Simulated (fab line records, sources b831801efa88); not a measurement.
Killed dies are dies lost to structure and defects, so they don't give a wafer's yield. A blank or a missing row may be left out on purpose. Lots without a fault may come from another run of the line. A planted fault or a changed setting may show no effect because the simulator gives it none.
Chamber matching | flow gf180mcu | GF_CONTACT_CMP_04 on cmp-02: 4 sister chambers
The step polishes SiO2. 4 wafers are shown with their chamber, then 8 later ones without.

WAFERS WITH THEIR CHAMBER
wafer  | chamber | motor_current_A (A)
L308.2 | 1       | 12.7
L315.4 | 0       | 10.7
L315.5 | 3       | 11.8
L321.2 | 2       | 11.4

WAFERS WITHOUT THEIR CHAMBER
wafer  | motor_current_A (A)
L321.4 | 11.3
L321.6 | 10.8
L325.1 | 10.9
L325.3 | 12.7
L325.6 | 12.7
L329.1 | 10.4
L329.4 | 11.3
L329.5 | 12.5

WHICH CHAMBER EACH WENT THROUGH
wafer  | from the rows above     | in truth
L321.4 | 2                       | 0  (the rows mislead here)
L321.6 | 0                       | 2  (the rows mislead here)
L325.1 | can't be placed: 0 or 2 | 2
L325.3 | 1                       | 1
L325.6 | 1                       | 1
L329.1 | 0                       | 0
L329.4 | 2                       | 2
L329.5 | 1                       | 1
Placed correctly: 5 of 8. Can't be placed from these rows: 1 (the true chamber is among the candidates in 1). Placed wrongly: 2.
How it was worked out, from the rows above alone: a wafer's distance from a chamber is the root of the sum, over the readings, of the square of ((its reading less the chamber's mean) divided by the reading's scatter). The wafer belongs to the nearest chamber; if the next one is less than 2 further off, it can't be placed. A chamber's mean is the mean of its shown wafers. The scatter: with one shown wafer a chamber, the root of the mean of the squares of how far each hidden wafer lies from its nearest shown one.
